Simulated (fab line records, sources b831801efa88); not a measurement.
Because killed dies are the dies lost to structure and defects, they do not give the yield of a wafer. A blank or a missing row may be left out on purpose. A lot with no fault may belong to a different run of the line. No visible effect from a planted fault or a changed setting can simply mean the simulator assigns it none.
What tool caused it? / flow gf180mcu / 13 lots with 39 wafers sampled at 2 steps, on a route of 602 steps

== WHAT THE GAUGES SHOWED, per wafer ==
GF_V5_BOW_MEAS_05.
lot=L867; measured=day 26 04:17; on=film-metro-01; V5_BOW (um)=121 108 107
lot=L868; measured=day 26 16:02; on=film-metro-03; V5_BOW (um)=141 134 136
lot=L869; measured=day 27 01:31; on=film-metro-03; V5_BOW (um)=131 132 128
lot=L870; measured=day 27 04:25; on=film-metro-02; V5_BOW (um)=120 121 125
lot=L871; measured=day 27 11:53; on=film-metro-03; V5_BOW (um)=139 133 134
lot=L872; measured=day 27 19:10; on=film-metro-01; V5_BOW (um)=133 134 136
lot=L875; measured=day 28 20:32; on=film-metro-03; V5_BOW (um)=129 129 127
lot=L879; measured=day 30 08:10; on=film-metro-02; V5_BOW (um)=140 122 128
lot=L880; measured=day 30 17:02; on=film-metro-01; V5_BOW (um)=129 140 128
lot=L885; measured=day 31 19:46; on=film-metro-03; V5_BOW (um)=134 124 144
lot=L887; measured=day 32 05:11; on=film-metro-02; V5_BOW (um)=135 135 138
lot=L889; measured=day 32 18:08; on=film-metro-01; V5_BOW (um)=135 147 133
lot=L890; measured=day 32 23:52; on=film-metro-01; V5_BOW (um)=134 133 149

GF_V5_CD_MEAS_14: target cd 260 nm.
lot=L867; measured=day 27 00:38; on=cd-sem-02; cd-nm (nm)=260.9 259.9 260.1
lot=L868; measured=day 27 12:19; on=cd-sem-02; cd-nm (nm)=258.6 259.5 260.1
lot=L869; measured=day 27 21:26; on=cd-sem-02; cd-nm (nm)=260.0 260.4 261.0
lot=L870; measured=day 28 00:17; on=cd-sem-02; cd-nm (nm)=261.3 261.6 261.4
lot=L871; measured=day 28 08:05; on=cd-sem-01; cd-nm (nm)=259.4 259.2 260.3
lot=L872; measured=day 28 14:59; on=cd-sem-02; cd-nm (nm)=259.7 259.9 259.9
lot=L875; measured=day 29 15:20; on=cd-sem-02; cd-nm (nm)=260.5 259.5 260.8
lot=L879; measured=day 31 02:14; on=cd-sem-01; cd-nm (nm)=261.9 261.8 261.2
lot=L880; measured=day 31 10:29; on=cd-sem-02; cd-nm (nm)=258.7 259.1 257.2
lot=L885; measured=day 32 11:53; on=cd-sem-02; cd-nm (nm)=259.3 257.6 258.3
lot=L887; measured=day 32 21:38; on=cd-sem-02; cd-nm (nm)=259.8 259.9 260.7
lot=L889; measured=day 33 10:50; on=cd-sem-02; cd-nm (nm)=260.1 259.4 259.6
lot=L890; measured=day 33 15:38; on=cd-sem-01; cd-nm (nm)=260.3 259.5 261.3

== EACH LOT AND THE TOOL THAT RAN IT (in order: tool; ch and the chambers of the sampled wafers; start) ==
Record: no process step prior to these readings.

== AS READ BY THE TOOLS THEMSELVES (means over the sampled wafers that have a number; for cases with no such wafer, the mark the record gives instead) ==
The record holds no such reading with a usual standard deviation.

== THE ANSWER, worked out from the rows above alone ==
Rule: the lots themselves supply what counts as usual. The widest of any qualifying gaps counts: lots, ordered by their means at a reading, are off when they make up no more than a third of the lots, leave a main group of 4 or more, and stand apart from it by 3 or more times the standard deviation of that group's means. The tables above print the reading to a certain number of digits; a main group whose means all agree to those digits is not used. Also off: a lot with no number at a reading for which 4 or more lots have one. The other lots that the step has rows for count as sound. First the gauges in route order, then the tools' own readings, where a lot's mean is used as printed above. At the first step where some lot is off, the reading lying furthest off is the one used; lots without a number count as furthest.
No lot is off at any reading shown: from this, nothing can be told.

== WHAT WAS PUT IN BY THE SIMULATOR ==
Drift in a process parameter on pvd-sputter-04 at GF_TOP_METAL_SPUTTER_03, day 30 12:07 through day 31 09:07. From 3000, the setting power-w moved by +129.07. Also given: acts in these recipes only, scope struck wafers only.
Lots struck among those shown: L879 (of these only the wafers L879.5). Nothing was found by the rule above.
